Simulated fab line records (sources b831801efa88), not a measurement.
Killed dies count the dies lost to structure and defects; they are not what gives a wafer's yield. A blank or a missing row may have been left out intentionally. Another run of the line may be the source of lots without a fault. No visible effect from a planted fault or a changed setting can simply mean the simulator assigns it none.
fab line records -- flow sfqLine
record lots=14, wafers=42, lastDay=93
route steps=325 shown I1@74
lots that met no fault: taken from a fault-free run of the same line
startH: hours from the record's opening day to when the first of the lot's shown wafers began -- waitH: hours from the lot's prior step to this one -- " repeats the value in the row above -- L1.1+2: a row that stands for several wafers -- - no value, or no start was given -- * or withheld: withheld -- < > ~ a bound
route shown NAME@n: NAME is a module with steps in the file, n the number in the route of the first one -- usual: mean/standard deviation of fault-free wafers -- same: alike in all rows -- chamber/n: place in a boat -- sites: each site's reading -- _std_site: the values' standard deviation -- _edge_site: the outer-site mean with the inner-site mean subtracted -- radiusMm: for every site, how far away it sits from the centre of the wafer -- mask NAME#n: copy n -- behind: the tool/chamber that last shaped the wafer -- hold: the reason the lot was held/the length of the hold in hours/how it ended -- device: whichever transistor did not switch (one of n, p or np) -- end of line: tests run on the same wafers once the route is complete -- step lacking rows: just its recipe -- killed: not the wafer's yield, but the dies lost to structure and defects at the first sort -- map: dies across one wafer; x = killed, . = not, _ = none there
set.NAME: the setting as run; set.NAME@STEP: as run at that earlier step -- model.NAME: the simulator's own value behind a step, which no gauge read
route steps across a sampled set of lots; one table per step, one row per wafer
services: a tool's chamber out of use, with start hour (startH, from the record's first day; less than 0 if before it), hours out, and reason
## steps
# step SFQ_TRILAYER_I1_CMP_CMP_046
# recipe material=SiO2, downForcePsi=3, platenRpm=60, padVelocityMS=0.94248
# usual motorCurrentA=10.4/1.3, timeToEndpointS=217/6.7
lot.wafer,tool,chamber,startH,waitH,motorCurrentA,timeToEndpointS
L395.3,cmp-01,3,484.06,1.0,8.8,214
L395.2,cmp-01,2,485.56,2.5,11.4,213
L395.6,cmp-01,0,486.56,3.5,10.8,221
L396.1,cmp-01,2,490.06,1.0,11.4,209
L396.3,cmp-01,3,490.06,1.0,8.4,211
L396.4,cmp-01,0,490.06,1.0,10.8,215
L397.2,cmp-01,1,508.99,1.8,10.7,219
L397.3,cmp-01,3,509.99,2.8,8.8,213
L397.6,cmp-01,0,509.99,2.8,11.4,220
L398.2,cmp-02,0,515.26,2.2,13.0,204
L398.5,cmp-02,2,516.26,3.2,10.0,209
L398.6,cmp-02,3,516.26,3.2,10.4,210
L400.1,cmp-02,0,538.96,0.0,12.5,220
L400.3,cmp-02,1,538.96,0.0,9.0,208
L400.4,cmp-02,2,538.96,0.0,9.8,224
L401.4,cmp-01,3,576.67,1.7,8.7,225
L401.1,cmp-01,0,576.67,1.7,10.4,219
L401.3,cmp-01,2,578.17,3.3,10.8,221
L406.4,cmp-02,1,622.35,1.0,9.6,216
L406.3,cmp-02,2,622.35,1.0,9.8,115
L406.5,cmp-02,0,623.85,2.5,13.1,225
L407.2,cmp-01,2,623.15,0.6,11.2,217
L407.3,cmp-01,3,623.15,0.6,8.8,219
L407.4,cmp-01,1,624.65,2.1,11.2,231
L409.3,cmp-02,0,627.35,2.4,13.5,117
L409.1,cmp-02,1,627.35,2.4,9.8,113
L409.4,cmp-02,2,627.35,2.4,10.0,222
L410.3,cmp-01,0,629.65,3.5,11.4,221
L410.2,cmp-01,2,630.65,4.5,11.1,226
L410.5,cmp-01,0,631.65,5.5,10.9,235
L411.3,cmp-01,0,632.65,5.3,11.3,211
L411.4,cmp-01,2,633.65,6.3,11.8,216
L411.5,cmp-01,3,633.65,6.3,8.8,229
L413.4,cmp-01,2,635.15,5.4,11.2,229
L413.3,cmp-01,3,635.15,5.4,9.0,216
L413.2,cmp-01,0,635.15,5.4,11.0,216
L415.2,cmp-01,3,638.65,6.5,8.6,219
L415.4,cmp-01,0,638.65,6.5,10.9,218
L415.5,cmp-01,2,640.15,8.0,11.2,216
L417.3,cmp-01,0,641.15,6.6,10.9,209
L417.1,cmp-01,3,642.65,8.1,8.7,215
L417.6,cmp-01,1,643.65,9.1,10.9,223
## services
tool,chamber,startH,hours,kind
cmp-02,-,471.42,1.6,repair
cmp-01,-,533.24,7.4,repair
cmp-02,-,572.06,4.0,pm
cmp-02,-,576.06,-,consumableReplace:conditioner
cmp-02,-,576.06,-,consumableReplace:pad
cmp-02,-,590.02,1.3,repair
## key
firstSign step=SFQ_TRILAYER_I1_CMP_CMP_046, reading=timeToEndpointS, direction=down, sigmas=15, usual=*, struck=*
effect none on later readings
metAt SFQ_TRILAYER_I1_CMP_CMP_046
struckLots L406,L409
struckWafers L406.3,L409.1,L409.3
onsetBetween 538.96 622.35
fault kind=processParameterDrift, tool=cmp-02, chamber=-, onsetH=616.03, steps=SFQ_TRILAYER_I1_CMP_CMP_046, channel=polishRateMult, offset=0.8, shape=step, endH=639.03, scope=struckWafersOnly
